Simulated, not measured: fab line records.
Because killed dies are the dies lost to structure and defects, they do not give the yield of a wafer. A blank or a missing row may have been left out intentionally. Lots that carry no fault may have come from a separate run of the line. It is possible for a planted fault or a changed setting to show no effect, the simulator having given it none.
fab line records	flow sfq-line
record: lots: 14	wafers: 42	last-day: 79
route steps=325 shown L0V@16 M7@291 I7@308
lots with no fault: from the same line, run without faults
start-h: hours from the record's opening day to when the first of the lot's shown wafers began	wait-h: hours elapsed since this lot's preceding step	" identical to the entry in the row above	L1.1+2: several wafers, shown together as one row	- either no value or no given start	* or withheld: withheld	< > ~ a bound
route shown NAME@n: names a module that has steps shown in the file, with the first one's number in the route	usual: mean/standard deviation of fault-free wafers	same: alike in all rows	chamber/n: place in a boat	sites: each site's reading	_std_site: standard deviation across them	_edge_site: outer sites' mean less inner sites'	radius-mm: how far each site lies from the wafer's centre	mask NAME#n: copy n	behind: tool/chamber where the wafer was last shaped	hold: what put the lot on hold/how long, in hours/how the hold closed	device: which transistor (n, p or np) failed to switch	end of line: tests run on the same wafers once the route is complete	a step with no rows: only its recipe	killed: dies that structure and defects cost at the first sort, which is not the same as the wafer's yield	map: dies across one wafer; x = killed, . = not, _ = none there
set.NAME: the setting as run; set.NAME@STEP: as run at that earlier step	model.NAME: the simulator's own value behind a step, which no gauge read
route steps across a sampled set of lots; one table per step, one row per wafer
services: a tool's chamber out of use, with start hour (start-h, from the record's first day; less than 0 if before it), hours out, and reason
== steps ==
step: SFQ_TRILAYER_L0_CAP_PECVD_011
recipe: material: SiO2	temp-c: 150	time-s: 13.333	pressure-torr: 2.4	rf-w: 183.3	precursor: SiH4/N2O	target-thk-nm: 60
usual: heater-power-w: 81/20	throttle-valve-pct: 24.1/0.97
lot.wafer	tool	chamber	start-h	wait-h	heater-power-w	throttle-valve-pct
L668.1	pecvd-01	0	77.71	0.0	94	25.2
L668.4	"	0	"	"	94	25.2
L668.6	"	1	"	"	91	26.3
L669.1	pecvd-04	1	83.70	0.0	115	23.8
L669.2	"	0	"	"	50	24.1
L669.4	"	0	"	"	53	24.3
L670.1	pecvd-04	1	92.10	0.0	129	23.5
L670.3	"	0	"	"	49	24.1
L670.4	"	1	"	"	128	23.7
L671.3	pecvd-03	2	98.10	0.0	75	24.2
L671.4	"	2	"	"	74	24.0
L671.5	"	1	"	"	85	23.3
L673.2	pecvd-01	1	111.86	0.0	89	26.2
L673.3	"	0	"	"	87	25.5
L673.5	"	2	"	"	84	23.9
L674.3	pecvd-03	0	118.04	0.0	58	22.8
L674.4	"	1	"	"	77	23.5
L674.6	"	0	"	"	59	22.8
L675.1	pecvd-04	0	122.66	0.0	49	24.3
L675.3	"	2	"	"	106	23.4
L675.5	"	0	"	"	48	24.1
L676.2	pecvd-03	2	126.26	0.0	80	24.4
L676.3	"	0	"	"	57	22.6
L676.6	"	2	"	"	79	24.1
L677.1	pecvd-03	0	129.37	0.0	59	22.8
L677.3	"	2	"	"	83	23.9
L677.6	"	1	"	"	80	23.5
L678.2	pecvd-01	0	135.86	0.0	88	25.4
L678.4	"	0	"	"	86	25.4
L678.6	"	2	"	"	78	23.7
L681.2	pecvd-03	1	154.06	0.0	87	23.6
L681.3	"	0	"	"	65	22.6
L681.4	"	1	"	"	86	23.8
L682.4	pecvd-03	0	158.70	0.0	61	22.4
L682.5	"	2	"	"	72	24.0
L682.6	"	1	"	"	75	23.7
L684.1	pecvd-03	0	170.64	0.0	60	22.9
L684.3	"	2	"	"	78	24.4
L684.5	"	0	"	"	62	23.1
L687.2	pecvd-04	0	189.70	0.0	48	24.2
L687.3	"	0	"	"	49	24.2
L687.5	"	1	"	"	116	23.5
step: SFQ_TRILAYER_L0_VIA_ETCH_VIA_ETCH_016
recipe: target: SiO2	stop-on: MoNx_KI	mask-material: PR	chemistry: CHF3	target-depth-nm: 80	source-w: 500	bias-w: 80	pressure-mtorr: 30	time-s: withheld
usual: drypump-motor-current-A: 5.7/0.49	oes-product-au: 0.844/0.0073
lot.wafer	tool	chamber	start-h	wait-h	drypump-motor-current-A	oes-product-au
L668.1	rie-diel-02	2	151.71	0.0	5.3	0.835
L668.4	"	1	"	"	5.7	0.842
L668.6	"	2	"	"	5.3	0.861
L669.1	rie-diel-02	3	160.06	0.0	6.1	0.838
L669.2	"	1	"	"	5.7	0.845
L669.4	"	2	"	"	5.2	0.838
L670.1	rie-diel-02	1	168.46	0.0	5.7	0.853
L670.3	"	2	"	"	5.2	0.855
L670.4	"	3	"	"	6.1	0.843
L671.3	rie-diel-02	0	176.99	0.0	4.8	0.847
L671.4	"	1	"	"	5.7	0.862
L671.5	"	0	"	"	4.8	0.861
L673.2	rie-diel-02	3	192.48	0.0	6.2	0.846
L673.3	"	1	"	"	5.7	0.845
L673.5	"	0	"	"	4.8	0.851
L674.3	rie-diel-02	0	204.59	0.0	4.8	0.828
L674.4	"	1	"	"	5.7	0.849
L674.6	"	0	"	"	4.8	0.834
L675.1	rie-diel-03	3	211.04	0.0	6.2	0.840
L675.3	"	2	"	"	6.1	0.842
L675.5	"	3	"	"	6.2	0.849
L676.2	rie-diel-04	2	214.64	0.0	6.2	0.843
L676.3	"	1	"	"	6.3	0.838
L676.6	"	0	"	"	5.4	0.857
L677.1	rie-diel-02	1	217.04	0.0	5.7	0.836
L677.3	"	0	"	"	4.8	0.840
L677.6	"	3	"	"	6.2	0.853
L678.2	rie-diel-04	3	220.64	0.0	5.6	0.843
L678.4	"	1	"	"	6.3	0.838
L678.6	"	2	"	"	6.2	0.852
L681.2	rie-diel-02	0	239.84	0.0	4.8	0.838
L681.3	"	2	"	"	5.3	0.844
L681.4	"	1	"	"	5.7	0.845
L682.4	rie-diel-03	2	244.20	0.0	6.1	0.711
L682.5	"	3	"	"	6.2	0.849
L682.6	"	0	"	"	5.2	0.847
L684.1	rie-diel-02	1	254.98	0.0	5.7	0.703
L684.3	"	3	"	"	6.2	0.834
L684.5	"	0	"	"	4.8	0.847
L687.2	rie-diel-02	0	271.78	0.0	4.8	0.850
L687.3	"	2	"	"	5.2	0.847
L687.5	"	3	"	"	6.2	0.854
step: SFQ_M7_OVL_MEAS_945
usual: M7_OVL: 1/5.3
lot.wafer	tool	chamber	start-h	wait-h	M7_OVL[nm]
L668.1	overlay-02	-	1592.06	0.1	1
L668.4	"	-	"	"	-1
L668.6	"	-	"	"	-3
L669.1	overlay-02	-	1593.26	0.1	3
L669.2	"	-	"	"	3
L669.4	"	-	"	"	8
L670.1	overlay-02	-	1594.46	0.1	4
L670.3	"	-	"	"	6
L670.4	"	-	"	"	1
L671.3	overlay-02	-	1595.67	0.1	1
L671.4	"	-	"	"	-1
L671.5	"	-	"	"	-4
L673.2	overlay-02	-	1598.06	0.1	1
L673.3	"	-	"	"	3
L673.5	"	-	"	"	5
L674.3	overlay-02	-	1599.27	0.1	-2
L674.4	"	-	"	"	-6
L674.6	"	-	"	"	-3
L675.1	overlay-02	-	1600.46	0.1	-10
L675.3	"	-	"	"	-2
L675.5	"	-	"	"	0
L676.2	overlay-01	-	1602.46	0.1	-14
L676.3	"	-	"	"	-8
L676.6	"	-	"	"	-7
L677.1	overlay-02	-	1662.90	0.1	5
L677.3	"	-	"	"	3
L677.6	"	-	"	"	2
L678.2	overlay-01	-	1665.22	0.1	2
L678.4	"	-	"	"	3
L678.6	"	-	"	"	4
L681.2	overlay-01	-	1709.74	0.1	2
L681.3	"	-	"	"	6
L681.4	"	-	"	"	6
L682.4	overlay-02	-	1743.61	0.1	6
L682.5	"	-	"	"	-2
L682.6	"	-	"	"	7
L684.1	overlay-01	-	1767.47	0.1	0
L684.3	"	-	"	"	3
L684.5	"	-	"	"	3
L687.2	overlay-01	-	1780.50	0.1	1
L687.3	"	-	"	"	-3
L687.5	"	-	"	"	1
step: SFQ_TRILAYER_M7_BARC_OPEN_METAL_ETCH_229
recipe: mask-material: PR	chemistry: O2	target-depth-nm: 125	target: BARC	icp-w: 600	bias-w: 80	pressure-mtorr: 10	time-s: 41.7
usual: drypump-motor-current-A: 5.7/0.53	oes-product-au: 0.685/0.0049
lot.wafer	tool	chamber	start-h	wait-h	drypump-motor-current-A	oes-product-au	rf-hours-counter-h
L668.1	rie-metal-04	0	1592.09	0.0	6.2	0.693	13
L668.4	"	1	"	"	5.0	0.679	-
L668.6	"	1	"	"	5.0	0.689	-
L669.1	rie-metal-01	0	1593.29	0.0	5.9	0.682	9
L669.2	"	1	"	"	6.0	0.687	36
L669.4	"	1	"	"	6.0	0.698	-
L670.1	rie-metal-02	1	1594.49	0.0	6.0	0.688	7
L670.3	"	0	"	"	4.8	0.681	-
L670.4	"	1	"	"	6.0	0.689	-
L671.3	rie-metal-01	0	1595.71	0.0	5.8	0.673	-
L671.4	"	1	"	"	6.0	0.687	-
L671.5	"	0	"	"	5.8	0.685	-
L673.2	rie-metal-04	0	1598.09	0.0	6.2	0.667	15
L673.3	"	0	"	"	6.3	0.685	-
L673.5	"	0	"	"	6.3	0.685	-
L674.3	rie-metal-02	1	1599.31	0.0	6.0	0.686	-
L674.4	"	0	"	"	4.9	0.689	-
L674.6	"	1	"	"	6.0	0.679	-
L675.1	rie-metal-04	1	1600.49	0.0	5.0	0.685	135
L675.3	"	0	"	"	6.2	0.694	-
L675.5	"	1	"	"	5.0	0.678	-
L676.2	rie-metal-04	0	1602.49	0.0	6.2	0.685	16
L676.3	"	1	"	"	5.0	0.689	-
L676.6	"	1	"	"	5.1	0.687	-
L677.1	rie-metal-04	1	1662.94	0.0	5.0	0.688	144
L677.3	"	1	"	"	5.0	0.692	-
L677.6	"	1	"	"	5.1	0.683	-
L678.2	rie-metal-02	0	1665.25	0.0	4.8	0.689	63
L678.4	"	0	"	"	4.8	0.687	-
L678.6	"	1	"	"	6.0	0.683	-
L681.2	rie-metal-04	0	1709.79	0.0	6.2	0.684	-
L681.3	"	0	"	"	6.2	0.678	-
L681.4	"	0	"	"	6.2	0.691	-
L682.4	rie-metal-01	1	1743.65	0.0	6.1	0.683	-
L682.5	"	1	"	"	6.0	0.682	-
L682.6	"	0	"	"	5.9	0.684	-
L684.1	rie-metal-01	1	1767.51	0.0	6.1	0.685	62
L684.3	"	0	"	"	5.8	0.683	-
L684.5	"	0	"	"	5.8	0.682	-
L687.2	rie-metal-04	0	1780.53	0.0	6.2	0.695	42
L687.3	"	1	"	"	5.0	0.694	-
L687.5	"	1	"	"	5.0	0.684	-
step: SFQ_TRILAYER_I7_VIA_ETCH_VIA_ETCH_190
recipe: target: SiO2	stop-on: Nb	mask-material: PR	taper-deg: 20	chemistry: CHF3	target-depth-nm: 260	source-w: 500	bias-w: 80	pressure-mtorr: 30	time-s: withheld
usual: drypump-motor-current-A: 5.6/0.43	oes-product-au: 0.853/0.0062
lot.wafer	tool	chamber	start-h	wait-h	drypump-motor-current-A	oes-product-au
L668.1	rie-diel-01	0	1693.86	0.0	5.5	0.842
L668.4	"	0	"	"	5.5	0.852
L668.6	"	2	"	"	5.3	0.862
L669.1	rie-diel-03	0	1696.38	0.0	5.2	0.849
L669.2	"	2	"	"	6.1	0.852
L669.4	"	0	"	"	5.2	0.857
L670.1	rie-diel-02	2	1703.58	0.0	5.2	0.852
L670.3	"	0	"	"	4.8	0.857
L670.4	"	1	"	"	5.8	0.851
L671.3	rie-diel-03	1	1704.78	0.0	5.6	0.860
L671.4	"	3	"	"	6.2	0.863
L671.5	"	0	"	"	5.2	0.852
L673.2	rie-diel-03	0	1708.38	0.0	5.2	0.858
L673.3	"	3	"	"	6.2	0.842
L673.5	"	1	"	"	5.6	0.861
L674.3	rie-diel-01	1	1710.78	0.0	5.4	0.851
L674.4	"	0	"	"	5.5	0.860
L674.6	"	2	"	"	5.3	0.861
L675.1	rie-diel-02	2	1717.98	0.0	5.2	0.837
L675.3	"	3	"	"	6.2	0.846
L675.5	"	2	"	"	5.2	0.849
L676.2	rie-diel-01	0	1724.00	0.0	5.5	0.853
L676.3	"	0	"	"	5.4	0.854
L676.6	"	0	"	"	5.5	0.852
L677.1	rie-diel-02	2	1774.38	0.0	5.3	0.850
L677.3	"	3	"	"	6.2	0.845
L677.6	"	3	"	"	6.2	0.859
L678.2	rie-diel-01	2	1777.98	0.0	5.3	0.855
L678.4	"	0	"	"	5.5	0.849
L678.6	"	0	"	"	5.5	0.861
L681.2	rie-diel-02	3	1786.51	0.0	6.2	0.849
L681.3	"	1	"	"	5.7	0.848
L681.4	"	1	"	"	5.7	0.862
L682.4	rie-diel-03	2	1787.71	0.0	6.1	0.854
L682.5	"	2	"	"	6.1	0.848
L682.6	"	1	"	"	5.6	0.847
L684.1	rie-diel-03	1	1790.11	0.0	5.6	0.860
L684.3	"	2	"	"	6.1	0.865
L684.5	"	1	"	"	5.6	0.870
L687.2	rie-diel-02	1	1796.11	0.0	5.7	0.848
L687.3	"	2	"	"	5.2	0.852
L687.5	"	2	"	"	5.3	0.842
== services ==
tool	chamber	start-h	hours	kind
rie-diel-02	2	80.40	8.7	repair
rie-diel-02	-	247.11	0.3	repair
rie-diel-02	-	313.50	2.4	repair
rie-diel-02	2	316.93	13.1	repair
rie-diel-02	3	317.40	33.7	repair
rie-diel-02	1	438.10	5.9	repair
rie-diel-02	3	477.02	2.0	repair
rie-diel-02	3	523.98	6.2	repair
rie-diel-02	-	526.03	14.6	pm
rie-diel-02	-	561.72	2.8	pm
rie-diel-02	3	565.61	5.6	repair
rie-diel-02	1	581.73	6.9	repair
rie-diel-02	-	584.12	0.3	repair
rie-diel-02	2	642.71	7.7	repair
rie-diel-02	-	673.06	0.4	repair
rie-diel-02	1	731.00	7.6	repair
rie-diel-02	1	898.81	3.8	repair
rie-diel-02	1	952.61	3.9	repair
rie-diel-02	3	1084.79	1.5	repair
rie-diel-02	3	1188.11	5.9	repair
rie-diel-02	-	1202.74	28.1	pm
rie-diel-02	3	1241.09	19.1	repair
rie-diel-02	1	1316.15	15.6	repair
rie-diel-02	2	1408.02	4.5	repair
== key ==
first-sign: step: SFQ_TRILAYER_L0_VIA_ETCH_VIA_ETCH_016	reading: oes-product-au	direction: down	sigmas: 19	usual: 0.844	struck: 0.707
effect none on later readings
met-at SFQ_TRILAYER_L0_CAP_PECVD_011
struck-lots L682,L684
struck-wafers L682.4,L684.1
not-acting-at SFQ_M7_OVL_MEAS_945,SFQ_TRILAYER_M7_BARC_OPEN_METAL_ETCH_229,SFQ_TRILAYER_I7_VIA_ETCH_VIA_ETCH_190
onset-between 154.06 158.70
fault: kind: process-parameter-drift	tool: pecvd-03	chamber: -	onset-h: 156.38	steps: SFQ_TRILAYER_L0_CAP_PECVD_011	channel: target-thk-nm	offset: -17.272	shape: step	end-h: 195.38	scope: struck-wafers-only	acts-in: these-recipes-only	stated: 60
